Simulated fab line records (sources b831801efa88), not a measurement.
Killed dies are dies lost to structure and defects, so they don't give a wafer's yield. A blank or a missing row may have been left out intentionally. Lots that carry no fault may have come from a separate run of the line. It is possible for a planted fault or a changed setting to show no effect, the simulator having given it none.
Split-lot experiment | flow sfq_line | 23 wafers read from 5 lots, route of 325 steps

ABOUT THE SPLIT
At SFQ_TRILAYER_M7_LITHO_COAT_182 (resist thk 62 nm), the setting resist_thk_nm was moved away from the recipe's 62 nm on 6 of the 23 wafers read, by -3.6% to -2.8%. The other wafers ran this setting at the recipe's value.

FROM THE SPLIT TO THE READING: what the file shows between them, 3 steps
- SFQ_TRILAYER_M7_LITHO_EXPOSE_178: exposes mask M7, target cd 500 nm (also split here: dose_mj)
- SFQ_TRILAYER_M7_LITHO_PEB_180: peb time 61.88 s
- SFQ_TRILAYER_M7_LITHO_DEVELOP_179: time 60 s

THE READING
oes_product_au, in a.u., at SFQ_TRILAYER_M7_BARC_OPEN_METAL_ETCH_229 (etches BARC in O2, target depth 125 nm, time 41.7 s). Fault-free wafers of this fab line usually give 0.686 a.u., standard deviation 0.004 a.u.

wafer  | tool, chamber at the split | resist_thk_nm as run, nm | against the recipe | oes_product_au, a.u. | against lot-mates on the recipe
L075.1 | litho_track-02, 0          | 59.97                    | -3.3%              | 0.675                | -0.011
L075.2 | litho_track-02, 0          | 59.97                    | -3.3%              | 0.671                | -0.015
L075.3 | litho_track-02, 0          | 62                       | recipe             | 0.690                | -
L075.4 | litho_track-02, 0          | 62                       | recipe             | 0.686                | -
L075.5 | litho_track-02, 0          | 62                       | recipe             | 0.683                | -
L076.1 | litho_track-01, 0          | 60.27                    | -2.8%              | 0.672                | -0.014
L076.2 | litho_track-01, 0          | 62                       | recipe             | 0.681                | -
L076.4 | litho_track-01, 0          | 62                       | recipe             | 0.684                | -
L076.5 | litho_track-01, 0          | 62                       | recipe             | 0.692                | -
L076.6 | litho_track-01, 0          | 60.27                    | -2.8%              | 0.670                | -0.016
L077.1 | litho_track-04, 0          | 62                       | recipe             | 0.686                | -
L077.2 | litho_track-04, 0          | 62                       | recipe             | 0.680                | -
L077.3 | litho_track-04, 0          | 62                       | recipe             | 0.691                | -
L077.4 | litho_track-04, 0          | 62                       | recipe             | 0.680                | -
L077.5 | litho_track-04, 0          | 62                       | recipe             | 0.688                | -
L082.2 | litho_track-04, 0          | 59.74                    | -3.6%              | 0.670                | -0.015
L082.3 | litho_track-04, 0          | 62                       | recipe             | 0.683                | -
L082.4 | litho_track-04, 0          | 62                       | recipe             | 0.682                | -
L082.5 | litho_track-04, 0          | 62                       | recipe             | 0.690                | -
L082.6 | litho_track-04, 0          | 59.74                    | -3.6%              | 0.667                | -0.018
L083.2 | litho_track-04, 0          | 62                       | recipe             | 0.688                | -
L083.3 | litho_track-04, 0          | 62                       | recipe             | 0.687                | -
L083.6 | litho_track-04, 0          | 62                       | recipe             | 0.686                | -

FIT RESULTS
A straight line over all 23 wafers: oes_product_au changes by +0.00456 a.u. for each +1% of resist_thk_nm; r = +0.89; the points scatter about the line by 0.0036 a.u.
The same after taking each lot's own level away (the mean of its wafers on the recipe; 23 wafers): +0.00454 a.u. for each +1%; r = +0.89; scatter 0.0035 a.u.
On that fit, the largest move of resist_thk_nm shifts the reading by 0.017 a.u.
The lots' own levels span 0.6850 to 0.6870 a.u., that is 0.5 times the standard deviation above.
The two slopes agree, so the slope changes little with the lot-to-lot level.
Check: with one of the wafers moved furthest among these (-3.6%) left out of the fit, the line predicts -0.017 a.u. for it against its lot-mates. Against them it came out at -0.015 a.u.

ADDITIONAL SPLITS CARRIED BY THESE WAFERS
Before the reading, these wafers also passed through other splits. Each is held against what the fit with the lots' levels taken away leaves over:
other split on the same wafers               | wafers away from the commonest value | r with oes_product_au (lot level and that fit taken away)
SFQ_TRILAYER_I6_VIA_LITHO_PEB_172 peb_temp_c | 11                                   | +0.12
SFQ_TRILAYER_M7_LITHO_EXPOSE_178 dose_mj     | 5                                    | -0.07

THE WHOLE CHAIN: every reading that the file lists as answering this split, in the file's order
step                                     | what it does                                        | reading                                                                                    | change (the file's fit)                   | r (the file's)
SFQ_TRILAYER_M7_LITHO_COAT_182           | resist thk 62 nm                                    | BARC_of_TRILAYER_M7_LITHO_COAT_182.thk_nm (the simulator's own value, which no gauge read) | +0.618 nm for each +1% of the setting     | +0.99
SFQ_TRILAYER_M7_BARC_OPEN_METAL_ETCH_229 | etches BARC in O2, target depth 125 nm, time 41.7 s | oes_product_au                                                                             | +0.00451 a.u. for each +1% of the setting | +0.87

FILE'S OWN FIT
oes_product_au changes by +0.00451 a.u. for each +1% of resist_thk_nm, r = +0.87.
